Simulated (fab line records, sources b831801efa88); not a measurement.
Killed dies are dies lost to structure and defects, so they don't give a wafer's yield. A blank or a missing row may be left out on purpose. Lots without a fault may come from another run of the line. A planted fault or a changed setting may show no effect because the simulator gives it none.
Chamber matching | flow sky130 | SKY_LI_CONTACT_ETCH_15 on rie_diel-01: 4 sister chambers
The step etches PSG in C4F8/O2/Ar, stops on Si, target depth 600 nm. 16 wafers are shown with their chamber, then 8 later ones without.

WAFERS WITH THEIR CHAMBER
wafer  | chamber | oes_product_au (a.u.)
L090.1 | 0       | 0.843
L090.2 | 3       | 0.844
L090.3 | 1       | 0.842
L090.4 | 2       | 0.836
L090.5 | 3       | 0.836
L090.6 | 2       | 0.834
L091.1 | 1       | 0.842
L091.2 | 0       | 0.839
L091.3 | 2       | 0.836
L091.4 | 3       | 0.832
L091.5 | 3       | 0.840
L091.6 | 0       | 0.838
L094.1 | 1       | 0.832
L094.2 | 2       | 0.843
L094.3 | 3       | 0.837
L094.4 | 0       | 0.834

SIGNATURES (means of the wafers above)
reading        | chamber 0 | chamber 1 | chamber 2 | chamber 3 | scatter within a chamber
oes_product_au | 0.83850   | 0.83867   | 0.83725   | 0.83780   | 0.00443
Rule: a wafer's distance from a chamber is the root of the sum, over the readings, of the square of ((its reading less the chamber's mean) divided by the reading's scatter). The wafer belongs to the nearest chamber; if the next one is less than 2 further off, it can't be placed. The scatter: the root of (the sum of the squares of (reading less its chamber's mean) over the shown wafers, divided by (wafers less chambers)).

WAFERS WITHOUT THEIR CHAMBER
wafer  | oes_product_au (a.u.)
L094.5 | 0.839
L094.6 | 0.840
L095.1 | 0.839
L095.2 | 0.838
L095.3 | 0.840
L095.4 | 0.838
L095.5 | 0.832
L095.6 | 0.834

WHICH CHAMBER EACH WENT THROUGH
wafer  | from the rows above               | in truth
L094.5 | can't be placed: 1 or 0 or 3 or 2 | 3
L094.6 | can't be placed: 1 or 0 or 3 or 2 | 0
L095.1 | can't be placed: 1 or 0 or 3 or 2 | 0
L095.2 | can't be placed: 3 or 0 or 1 or 2 | 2
L095.3 | can't be placed: 1 or 0 or 3 or 2 | 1
L095.4 | can't be placed: 3 or 0 or 1 or 2 | 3
L095.5 | can't be placed: 2 or 3 or 0 or 1 | 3
L095.6 | can't be placed: 2 or 3 or 0 or 1 | 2
Placed correctly: 0 of 8. Can't be placed from these rows: 8 (the true chamber is among the candidates in 8). Placed wrongly: 0.
